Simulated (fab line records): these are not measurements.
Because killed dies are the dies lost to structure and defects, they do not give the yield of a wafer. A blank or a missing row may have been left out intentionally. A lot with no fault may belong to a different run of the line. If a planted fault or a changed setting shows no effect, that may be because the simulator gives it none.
Which tool did it? / flow gf180mcu / Sampling: 15 lots, 45 wafers, 4 of 602 route steps

== WHAT EACH GAUGE READ, for each wafer ==
No reading from a measuring or inspecting step in the record can be judged against a usual standard deviation.

== TOOL THAT RAN EACH LOT (tool first, then ch and the chambers of the sampled wafers, then the start) ==
lot=L376; GF_V5_SPUTTER_22=pvd-sputter-04, day 27 18:35; GF_TOP_METAL_SPUTTER_03=pvd-sputter-02, day 27 19:23; GF_TOP_METAL_EXPOSE_11=iline-stepper-02 ch 0, day 28 05:16; GF_TOP_METAL_METAL_ETCH_16=rie-metal-04 ch 0,1, day 28 15:28
lot=L377; GF_V5_SPUTTER_22=pvd-sputter-01, day 27 19:14; GF_TOP_METAL_SPUTTER_03=pvd-sputter-04, day 27 20:02; GF_TOP_METAL_EXPOSE_11=iline-stepper-02 ch 0, day 28 05:43; GF_TOP_METAL_METAL_ETCH_16=rie-metal-01 ch 0,1, day 28 16:04
lot=L378; GF_V5_SPUTTER_22=pvd-sputter-04, day 28 03:46; GF_TOP_METAL_SPUTTER_03=pvd-sputter-01, day 28 04:34; GF_TOP_METAL_EXPOSE_11=iline-stepper-02 ch 0, day 28 14:21; GF_TOP_METAL_METAL_ETCH_16=rie-metal-02 ch 0,1, day 28 23:47
lot=L379; GF_V5_SPUTTER_22=pvd-sputter-04, day 28 12:41; GF_TOP_METAL_SPUTTER_03=pvd-sputter-01, day 28 13:29; GF_TOP_METAL_EXPOSE_11=iline-stepper-01 ch 0, day 28 23:29; GF_TOP_METAL_METAL_ETCH_16=rie-metal-01 ch 0,1, day 29 09:13
lot=L380; GF_V5_SPUTTER_22=pvd-sputter-01, day 28 20:01; GF_TOP_METAL_SPUTTER_03=pvd-sputter-01, day 28 20:49; GF_TOP_METAL_EXPOSE_11=iline-stepper-02 ch 0, day 29 06:20; GF_TOP_METAL_METAL_ETCH_16=rie-metal-01 ch 0,1, day 29 15:16
lot=L382; GF_V5_SPUTTER_22=pvd-sputter-01, day 29 12:44; GF_TOP_METAL_SPUTTER_03=pvd-sputter-04, day 29 13:32; GF_TOP_METAL_EXPOSE_11=iline-stepper-02 ch 0, day 29 23:08; GF_TOP_METAL_METAL_ETCH_16=rie-metal-01 ch 0,1, day 30 08:31
lot=L384; GF_V5_SPUTTER_22=pvd-sputter-04, day 30 06:11; GF_TOP_METAL_SPUTTER_03=pvd-sputter-04, day 30 06:59; GF_TOP_METAL_EXPOSE_11=iline-stepper-01 ch 0, day 30 15:54; GF_TOP_METAL_METAL_ETCH_16=rie-metal-04 ch 0,1, day 31 00:56
lot=L385; GF_V5_SPUTTER_22=pvd-sputter-04, day 30 09:55; GF_TOP_METAL_SPUTTER_03=pvd-sputter-04, day 30 10:43; GF_TOP_METAL_EXPOSE_11=iline-stepper-02 ch 0, day 30 19:36; GF_TOP_METAL_METAL_ETCH_16=rie-metal-01 ch 1, day 31 04:22
lot=L388; GF_V5_SPUTTER_22=pvd-sputter-03, day 31 01:58; GF_TOP_METAL_SPUTTER_03=pvd-sputter-04, day 31 02:47; GF_TOP_METAL_EXPOSE_11=iline-stepper-02, day 31 11:27; GF_TOP_METAL_METAL_ETCH_16=rie-metal-01 ch 0,1, day 31 20:04
lot=L389; GF_V5_SPUTTER_22=pvd-sputter-04, day 31 10:44; GF_TOP_METAL_SPUTTER_03=pvd-sputter-01, day 31 11:32; GF_TOP_METAL_EXPOSE_11=iline-stepper-02, day 31 20:47; GF_TOP_METAL_METAL_ETCH_16=rie-metal-01 ch 1, day 32 04:59
lot=L390; GF_V5_SPUTTER_22=pvd-sputter-01, day 31 16:22; GF_TOP_METAL_SPUTTER_03=pvd-sputter-04, day 31 17:11; GF_TOP_METAL_EXPOSE_11=iline-stepper-02, day 32 01:43; GF_TOP_METAL_METAL_ETCH_16=rie-metal-02 ch 0,1, day 32 10:01
lot=L391; GF_V5_SPUTTER_22=pvd-sputter-01, day 32 01:53; GF_TOP_METAL_SPUTTER_03=pvd-sputter-01, day 32 02:55; GF_TOP_METAL_EXPOSE_11=iline-stepper-01 ch 0, day 32 11:20; GF_TOP_METAL_METAL_ETCH_16=rie-metal-02 ch 1, day 32 19:37
lot=L393; GF_V5_SPUTTER_22=pvd-sputter-04, day 32 19:56; GF_TOP_METAL_SPUTTER_03=pvd-sputter-01, day 32 20:44; GF_TOP_METAL_EXPOSE_11=iline-stepper-02 ch 0, day 33 04:50; GF_TOP_METAL_METAL_ETCH_16=rie-metal-04 ch 0,1, day 33 12:19
lot=L396; GF_V5_SPUTTER_22=pvd-sputter-04, day 33 05:31; GF_TOP_METAL_SPUTTER_03=pvd-sputter-01, day 33 06:20; GF_TOP_METAL_EXPOSE_11=iline-stepper-01 ch 0, day 33 14:04; GF_TOP_METAL_METAL_ETCH_16=rie-metal-04 ch 0,1, day 33 21:44
lot=L398; GF_V5_SPUTTER_22=pvd-sputter-03, day 33 17:28; GF_TOP_METAL_SPUTTER_03=pvd-sputter-01, day 33 18:17; GF_TOP_METAL_EXPOSE_11=iline-stepper-01 ch 0, day 34 01:49; GF_TOP_METAL_METAL_ETCH_16=rie-metal-01 ch 0, day 34 09:13
- GF_V5_SPUTTER_22: material TiN, target thk 10 nm, time 40 s.
- GF_TOP_METAL_SPUTTER_03: material Ti, target thk 5 nm, time 3.3 s.
- GF_TOP_METAL_EXPOSE_11: exposes mask MetalTop, target cd 440 nm.
- GF_TOP_METAL_METAL_ETCH_16: etches the open film in Cl2/BCl3, stops on SiO2, target depth 1077.5 nm, time 179.6 s.

== AS READ BY THE TOOLS THEMSELVES (means over the sampled wafers that have a number; for cases with no such wafer, the mark the record gives instead) ==
GF_V5_SPUTTER_22. Usual: chamber-pressure-pa 5.000 Pa, standard deviation 0.0099; throttle-valve-pct 30.3 %, standard deviation 1.5.
lot=L376; tool=pvd-sputter-04; chamber-pressure-pa (Pa)=4.994; throttle-valve-pct (%)=30.3; flag=
lot=L377; tool=pvd-sputter-01; chamber-pressure-pa (Pa)=5.001; throttle-valve-pct (%)=29.3; flag=
lot=L378; tool=pvd-sputter-04; chamber-pressure-pa (Pa)=4.999; throttle-valve-pct (%)=30.1; flag=
lot=L379; tool=pvd-sputter-04; chamber-pressure-pa (Pa)=5.009; throttle-valve-pct (%)=30.1; flag=
lot=L380; tool=pvd-sputter-01; chamber-pressure-pa (Pa)=5.003; throttle-valve-pct (%)=29.3; flag=
lot=L382; tool=pvd-sputter-01; chamber-pressure-pa (Pa)=5.002; throttle-valve-pct (%)=29.4; flag=
lot=L384; tool=pvd-sputter-04; chamber-pressure-pa (Pa)=5.008; throttle-valve-pct (%)=30.0; flag=
lot=L385; tool=pvd-sputter-04; chamber-pressure-pa (Pa)=5.009; throttle-valve-pct (%)=30.2; flag=
lot=L388; tool=pvd-sputter-03; chamber-pressure-pa (Pa)=4.999; throttle-valve-pct (%)=31.1; flag=
lot=L389; tool=pvd-sputter-04; chamber-pressure-pa (Pa)=4.997; throttle-valve-pct (%)=31.5; flag=
lot=L390; tool=pvd-sputter-01; chamber-pressure-pa (Pa)=4.997; throttle-valve-pct (%)=30.2; flag=
lot=L391; tool=pvd-sputter-01; chamber-pressure-pa (Pa)=4.995; throttle-valve-pct (%)=29.2; flag=
lot=L393; tool=pvd-sputter-04; chamber-pressure-pa (Pa)=4.991; throttle-valve-pct (%)=31.3; flag=
lot=L396; tool=pvd-sputter-04; chamber-pressure-pa (Pa)=4.997; throttle-valve-pct (%)=31.3; flag=
lot=L398; tool=pvd-sputter-03; chamber-pressure-pa (Pa)=4.998; throttle-valve-pct (%)=31.6; flag=

GF_TOP_METAL_SPUTTER_03. Usual: chamber-pressure-pa 0.3001 Pa, standard deviation 0.00057; throttle-valve-pct 29.9 %, standard deviation 1.2.
lot=L376; tool=pvd-sputter-02; chamber-pressure-pa (Pa)=0.2999; throttle-valve-pct (%)=30.2; flag=
lot=L377; tool=pvd-sputter-04; chamber-pressure-pa (Pa)=0.3000; throttle-valve-pct (%)=30.1; flag=
lot=L378; tool=pvd-sputter-01; chamber-pressure-pa (Pa)=0.3005; throttle-valve-pct (%)=29.7; flag=
lot=L379; tool=pvd-sputter-01; chamber-pressure-pa (Pa)=0.3005; throttle-valve-pct (%)=29.0; flag=
lot=L380; tool=pvd-sputter-01; chamber-pressure-pa (Pa)=0.3003; throttle-valve-pct (%)=28.6; flag=
lot=L382; tool=pvd-sputter-04; chamber-pressure-pa (Pa)=0.2997; throttle-valve-pct (%)=30.1; flag=
lot=L384; tool=pvd-sputter-04; chamber-pressure-pa (Pa)=0.3001; throttle-valve-pct (%)=31.0; flag=
lot=L385; tool=pvd-sputter-04; chamber-pressure-pa (Pa)=0.2999; throttle-valve-pct (%)=30.0; flag=
lot=L388; tool=pvd-sputter-04; chamber-pressure-pa (Pa)=0.3003; throttle-valve-pct (%)=31.4; flag=
lot=L389; tool=pvd-sputter-01; chamber-pressure-pa (Pa)=0.3006; throttle-valve-pct (%)=29.6; flag=
lot=L390; tool=pvd-sputter-04; chamber-pressure-pa (Pa)=0.2998; throttle-valve-pct (%)=30.1; flag=
lot=L391; tool=pvd-sputter-01; chamber-pressure-pa (Pa)=0.2997; throttle-valve-pct (%)=29.5; flag=
lot=L393; tool=pvd-sputter-01; chamber-pressure-pa (Pa)=0.2999; throttle-valve-pct (%)=29.0; flag=
lot=L396; tool=pvd-sputter-01; chamber-pressure-pa (Pa)=0.2998; throttle-valve-pct (%)=29.0; flag=
lot=L398; tool=pvd-sputter-01; chamber-pressure-pa (Pa)=0.2997; throttle-valve-pct (%)=28.6; flag=

GF_TOP_METAL_EXPOSE_11. Usual: exposure-dose-mJ-cm2 169.92, standard deviation 0.15; focus-offset-nm -0.1 nm, standard deviation 0.49.
lot=L376; tool=iline-stepper-02; exposure-dose-mJ-cm2=169.98; focus-offset-nm (nm)=0.2; flag=
lot=L377; tool=iline-stepper-02; exposure-dose-mJ-cm2=169.99; focus-offset-nm (nm)=-0.3; flag=
lot=L378; tool=iline-stepper-02; exposure-dose-mJ-cm2=170.10; focus-offset-nm (nm)=0.6; flag=
lot=L379; tool=iline-stepper-01; exposure-dose-mJ-cm2=169.88; focus-offset-nm (nm)=-0.3; flag=
lot=L380; tool=iline-stepper-02; exposure-dose-mJ-cm2=169.99; focus-offset-nm (nm)=0.2; flag=
lot=L382; tool=iline-stepper-02; exposure-dose-mJ-cm2=170.07; focus-offset-nm (nm)=-0.6; flag=
lot=L384; tool=iline-stepper-01; exposure-dose-mJ-cm2=169.95; focus-offset-nm (nm)=0.2; flag=
lot=L385; tool=iline-stepper-02; exposure-dose-mJ-cm2=169.83; focus-offset-nm (nm)=-0.4; flag=
lot=L388; tool=iline-stepper-02; exposure-dose-mJ-cm2=-; focus-offset-nm (nm)=-; flag=OFF
lot=L389; tool=iline-stepper-02; exposure-dose-mJ-cm2=-; focus-offset-nm (nm)=-; flag=OFF
lot=L390; tool=iline-stepper-02; exposure-dose-mJ-cm2=-; focus-offset-nm (nm)=-; flag=OFF
lot=L391; tool=iline-stepper-01; exposure-dose-mJ-cm2=169.90; focus-offset-nm (nm)=-0.5; flag=
lot=L393; tool=iline-stepper-02; exposure-dose-mJ-cm2=170.05; focus-offset-nm (nm)=-0.2; flag=
lot=L396; tool=iline-stepper-01; exposure-dose-mJ-cm2=169.80; focus-offset-nm (nm)=0.2; flag=
lot=L398; tool=iline-stepper-01; exposure-dose-mJ-cm2=169.87; focus-offset-nm (nm)=0.7; flag=

GF_TOP_METAL_METAL_ETCH_16. Usual: drypump-motor-current-A 5.9 A, standard deviation 0.33; oes-product-au 0.965 a.u., standard deviation 0.0075; throttle-valve-pct 28.258 %, standard deviation 0.011.
lot=L376; tool=rie-metal-04; drypump-motor-current-A (A)=5.9; oes-product-au (a.u.)=0.968; throttle-valve-pct (%)=28.243; flag=
lot=L377; tool=rie-metal-01; drypump-motor-current-A (A)=5.8; oes-product-au (a.u.)=0.964; throttle-valve-pct (%)=28.263; flag=
lot=L378; tool=rie-metal-02; drypump-motor-current-A (A)=5.8; oes-product-au (a.u.)=0.961; throttle-valve-pct (%)=28.270; flag=
lot=L379; tool=rie-metal-01; drypump-motor-current-A (A)=6.2; oes-product-au (a.u.)=0.956; throttle-valve-pct (%)=28.267; flag=
lot=L380; tool=rie-metal-01; drypump-motor-current-A (A)=6.2; oes-product-au (a.u.)=0.965; throttle-valve-pct (%)=28.251; flag=
lot=L382; tool=rie-metal-01; drypump-motor-current-A (A)=6.2; oes-product-au (a.u.)=0.965; throttle-valve-pct (%)=28.262; flag=
lot=L384; tool=rie-metal-04; drypump-motor-current-A (A)=5.9; oes-product-au (a.u.)=0.968; throttle-valve-pct (%)=28.253; flag=
lot=L385; tool=rie-metal-01; drypump-motor-current-A (A)=5.5; oes-product-au (a.u.)=0.958; throttle-valve-pct (%)=28.263; flag=
lot=L388; tool=rie-metal-01; drypump-motor-current-A (A)=6.2; oes-product-au (a.u.)=0.982; throttle-valve-pct (%)=28.253; flag=
lot=L389; tool=rie-metal-01; drypump-motor-current-A (A)=5.5; oes-product-au (a.u.)=0.974; throttle-valve-pct (%)=28.250; flag=
lot=L390; tool=rie-metal-02; drypump-motor-current-A (A)=5.7; oes-product-au (a.u.)=0.962; throttle-valve-pct (%)=28.265; flag=
lot=L391; tool=rie-metal-02; drypump-motor-current-A (A)=6.0; oes-product-au (a.u.)=0.957; throttle-valve-pct (%)=28.274; flag=
lot=L393; tool=rie-metal-04; drypump-motor-current-A (A)=5.9; oes-product-au (a.u.)=0.959; throttle-valve-pct (%)=28.259; flag=
lot=L396; tool=rie-metal-04; drypump-motor-current-A (A)=6.0; oes-product-au (a.u.)=0.969; throttle-valve-pct (%)=28.252; flag=
lot=L398; tool=rie-metal-01; drypump-motor-current-A (A)=6.5; oes-product-au (a.u.)=0.965; throttle-valve-pct (%)=28.246; flag=

== THE ANSWER, worked out from the rows above alone ==
Rule: take the mean of a lot's wafers that have a number; if it is more than 3 standard deviations from the usual mean, the lot is off. A lot without any number at a reading at which 4 lots or more have one is off too. All remaining lots with rows at the step are treated as sound. Order of review: gauges by route order, followed by the tools' own readings, for which a lot's mean as printed above is used. At the first step where some lot is off, the reading lying furthest off is the one used; lots without a number count as furthest.
Off: L388, L389, L390 (GF_TOP_METAL_EXPOSE_11, exposure-dose-mJ-cm2). Without a number there: L388, L389, L390.
If a tool, at that step or one of the process steps before it, ran each lot that is off and ran no sound lot following the first of them, it fits. Not one of the candidates tried fits.

== WHAT THE SIMULATOR PUT IN ==
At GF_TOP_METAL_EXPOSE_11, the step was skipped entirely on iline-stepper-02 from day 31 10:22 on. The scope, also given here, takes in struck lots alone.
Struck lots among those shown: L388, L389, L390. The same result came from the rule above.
